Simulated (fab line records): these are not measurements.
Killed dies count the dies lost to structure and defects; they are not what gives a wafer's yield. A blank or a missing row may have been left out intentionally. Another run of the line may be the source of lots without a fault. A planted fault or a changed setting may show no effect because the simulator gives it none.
What tool caused it? | flow gf180mcu | Sampling: 6 lots, 18 wafers, 2 of 602 route steps

== WHAT THE GAUGES READ, wafer by wafer ==
GF_HV_LDD_TW_MEAS_11.
lot  | measured     | on            | HV_LDD_TW
L770 | day 10 16:46 | film-metro-01 | 2418 2428 2435
L773 | day 11 19:19 | film-metro-04 | 2398 2396 2415
L778 | day 13 12:04 | film-metro-02 | 2504 2519 2514 2506 2520 2505
L785 | day 15 16:41 | film-metro-01 | 2412 2425 2412
L788 | day 16 10:11 | film-metro-02 | 2430 2442 2430
L791 | day 17 05:13 | film-metro-04 | 2412 2421 2420

== WHAT TOOL EACH LOT RAN ON (gives the tool, then ch and the chambers of the sampled wafers, and finally the start) ==
lot  | GF_HV_LDD_IMPLANT_09
L770 | implanter-01 ch 0, day 10 16:31
L773 | implanter-04 ch 0, day 11 19:05
L778 | implanter-01 ch 0, day 13 11:49
L785 | implanter-03 ch 0, day 15 16:27
L788 | implanter-04 ch 0, day 16 09:56
L791 | implanter-03 ch 0, day 17 04:58
- GF_HV_LDD_IMPLANT_09

== THE ANSWER, worked out from the rows above alone ==
Rule: what is usual is taken from the lots themselves. Put in order of their means at a reading, lots are off if they are a third of the lots or fewer, leave a main group of 4 or more, and stand apart from it by a gap of 3 or more times the standard deviation of the main group's means; of several such gaps the widest counts. A main group whose means are all the same, to the digits that the tables above print for the reading, isn't used. Also off: a lot with no number at a reading for which 4 or more lots have one. Where the step has rows for the other lots, those lots are counted as sound.
Off: L778, at GF_HV_LDD_TW_MEAS_11 (HV_LDD_TW). Mean 2420 and standard deviation 11 in the main group.
A tool fits if, at a process step before that reading, it ran every lot that is off, and no sound lot after the first of them. The gauges at GF_HV_LDD_TW_MEAS_11 are tried like those tools. One fits: GF_HV_LDD_IMPLANT_09 on implanter-01. A fault onset in the window from L770 (day 10 16:31, its last sound lot) to L778 (day 13 11:49, its first lot off) fits.

== WHAT WAS PUT IN BY THE SIMULATOR ==
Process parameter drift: implanter-01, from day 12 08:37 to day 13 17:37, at GF_HV_LDD_IMPLANT_09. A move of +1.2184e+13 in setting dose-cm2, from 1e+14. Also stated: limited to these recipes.
Struck lots among those shown: L778. The same result came from the rule above.
